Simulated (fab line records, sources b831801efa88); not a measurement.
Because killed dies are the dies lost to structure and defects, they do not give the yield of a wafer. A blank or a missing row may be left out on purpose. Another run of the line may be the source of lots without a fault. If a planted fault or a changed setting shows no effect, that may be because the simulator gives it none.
The same fault as seen by 2 desks :: flow gf180mcu :: numbers are kept per desk, each desk with only its own; the story behind them comes last

AT THE METROLOGY DESK
Means of the sampled wafers that have a number, per lot and without regard to the tool the lot ran on: this is what the gauges read. Marked OUT: a lot whose mean sits more than 4 standard deviations from the usual mean, which makes it out of limits; the brackets give that distance.
Columns: A = VT_IMPLANT_TW at GF_VT_IMPLANT_TW_MEAS_10, usual 565.0; B = cd-nm at GF_HV_LDD_CD_MEAS_46, usual 400.0 nm; C = M1_ALCU_THK at GF_M1_THK_MEAS_06, usual 455 nm
lot: L664
first seen here: day 5 13:12
A: 561.0
B: 400.7
C: 446

lot: L665
first seen here: day 5 22:14
A: 564.5
B: 401.3
C: 461

lot: L666
first seen here: day 6 02:46
A: 566.1
B: 397.8
C: 463

lot: L667
first seen here: day 6 09:16
A: 563.3
B: 400.1
C: 451

lot: L670
first seen here: day 7 09:17
A: 566.6
B: 401.5
C: 454

lot: L671
first seen here: day 7 09:35
A: 562.1
B: 398.9
C: 452

lot: L673
first seen here: day 8 02:17
A: 563.4
B: 402.3
C: 456

lot: L674
first seen here: day 8 02:37
A: 566.3
B: 398.2
C: 459

lot: L678
first seen here: day 9 09:17
A: 565.5
B: 401.9
C: 456

lot: L681
first seen here: day 10 03:05
A: 578.4 (+4.8) OUT
B: 395.4
C: 460

lot: L682
first seen here: day 10 05:00
A: 581.7 (+6.0) OUT
B: 402.4
C: 453

lot: L686
first seen here: day 11 10:09
A: 563.9
B: 398.8
C: 460

lot: L687
first seen here: day 11 14:46
A: 564.7
B: 399.9
C: 461
This desk's result: L681, L682 out of limits, first on L681 (VT_IMPLANT_TW at GF_VT_IMPLANT_TW_MEAS_10), day 10 03:05. In limits: L664, L665, L666, L667, L670, L671, L673, L674, L678, L686, L687.

AT THE TOOL OWNER'S DESK: implanter-03
The tool's own readings at GF_VT_IMPLANT_IMPLANT_08: means of the sampled wafers that have a number, for each lot that ran on this tool. Marked OUT: a lot whose mean sits more than 4 standard deviations from the usual mean, which makes it out of limits; the brackets give that distance.
Columns: A = beam-energy-keV at GF_VT_IMPLANT_IMPLANT_08, usual 20.000; B = beam-on-s at GF_VT_IMPLANT_IMPLANT_08, usual 10.00 s
lot: L671
first seen here: day 7 09:20
A: 19.995
B: 10.03

lot: L673
first seen here: day 8 02:02
A: 19.992
B: 10.11

lot: L681
first seen here: day 10 02:50
A: 22.337 (+99 or more) OUT
B: 10.00

lot: L682
first seen here: day 10 04:46
A: 22.331 (+99 or more) OUT
B: 10.16
This desk's verdict: out of limits on L681, L682, starting with L681 at day 10 02:50 (beam-energy-keV at GF_VT_IMPLANT_IMPLANT_08). In limits: L671, L673.

ALL TOGETHER
At day 10 02:50, on L681, L682, the tool owner's desk was in a position to raise an alarm.
An alarm was possible from the metrology desk at day 10 03:05, on L681, L682.
The lots listed all ran GF_VT_IMPLANT_IMPLANT_08 on implanter-03.

WHAT THE SIMULATOR PUT IN
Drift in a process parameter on implanter-03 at GF_VT_IMPLANT_IMPLANT_08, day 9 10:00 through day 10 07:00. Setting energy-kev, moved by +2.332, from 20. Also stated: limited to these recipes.
Lots struck among those shown: L681, L682.
Hours from the fault's start to each desk's first reading out of limits: the tool owner's desk, 17; the metrology desk, 17.
